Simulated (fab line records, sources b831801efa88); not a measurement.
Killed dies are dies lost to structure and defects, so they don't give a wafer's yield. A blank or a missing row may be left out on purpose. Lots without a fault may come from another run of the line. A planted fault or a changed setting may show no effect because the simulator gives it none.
Which tool did it? | flow gf180mcu | 6 lots, 18 wafers sampled, at 3 steps of a route of 602

WHAT THE GAUGES READ, wafer by wafer
GF_PSD_RS_MEAS_14: measures by four-point-probe.
lot  | measured     | on            | NSD_RS (ohm/sq)
L165 | day 14 16:51 | film_metro-03 | 46.11 46.06 46.08
L167 | day 15 14:09 | film_metro-03 | 46.16 46.27 46.03
L171 | day 16 20:09 | film_metro-01 | 46.01 45.92 46.06
L180 | day 20 05:09 | film_metro-02 | 51.54 51.43 51.41
L184 | day 21 15:48 | film_metro-03 | 45.96 46.14 46.20
L186 | day 22 04:22 | film_metro-01 | 45.96 46.02 45.97

WHICH TOOL RAN EACH LOT (tool, then ch and the chambers of the sampled wafers, then the start)
lot  | GF_NSD_IMPLANT_09               | GF_NSD_STRIP_11
L165 | implanter-04 ch 0, day 13 18:58 | plasma_asher-02 ch 0,1, day 13 19:16
L167 | implanter-01 ch 0, day 14 15:49 | plasma_asher-04 ch 0,1, day 14 16:07
L171 | implanter-02 ch 0, day 15 20:49 | plasma_asher-04 ch 0,1, day 15 21:07
L180 | implanter-02 ch 0, day 19 04:15 | plasma_asher-04 ch 0,1, day 19 04:33
L184 | implanter-04 ch 0, day 20 15:19 | plasma_asher-04 ch 0, day 20 15:37
L186 | implanter-04 ch 0, day 21 04:05 | plasma_asher-04 ch 0,1, day 21 04:20
- GF_NSD_IMPLANT_09
- GF_NSD_STRIP_11: strips in O2/N2.

THE ANSWER, worked out from the rows above alone
Rule: what is usual is taken from the lots themselves. Put in order of their means at a reading, lots are off if they are a third of the lots or fewer, leave a main group of 4 or more, and stand apart from it by a gap of 3 or more times the standard deviation of the main group's means; of several such gaps the widest counts. A main group whose means are all the same, to the digits that the tables above print for the reading, isn't used. A lot without any number at a reading at which 4 lots or more have one is off too. The other lots that the step has rows for count as sound.
Off: L180, at GF_PSD_RS_MEAS_14 (NSD_RS). The main group: mean 46.06 ohm/sq, standard deviation 0.064.
A tool fits if, at a process step before that reading, it ran every lot that is off, and no sound lot after the first of them. The gauges at GF_PSD_RS_MEAS_14 are tried like those tools. Can't be told from this: 2 tools fit, implanter-02 at GF_NSD_IMPLANT_09, film_metro-02 at GF_PSD_RS_MEAS_14.

WHAT THE SIMULATOR HAD PUT IN
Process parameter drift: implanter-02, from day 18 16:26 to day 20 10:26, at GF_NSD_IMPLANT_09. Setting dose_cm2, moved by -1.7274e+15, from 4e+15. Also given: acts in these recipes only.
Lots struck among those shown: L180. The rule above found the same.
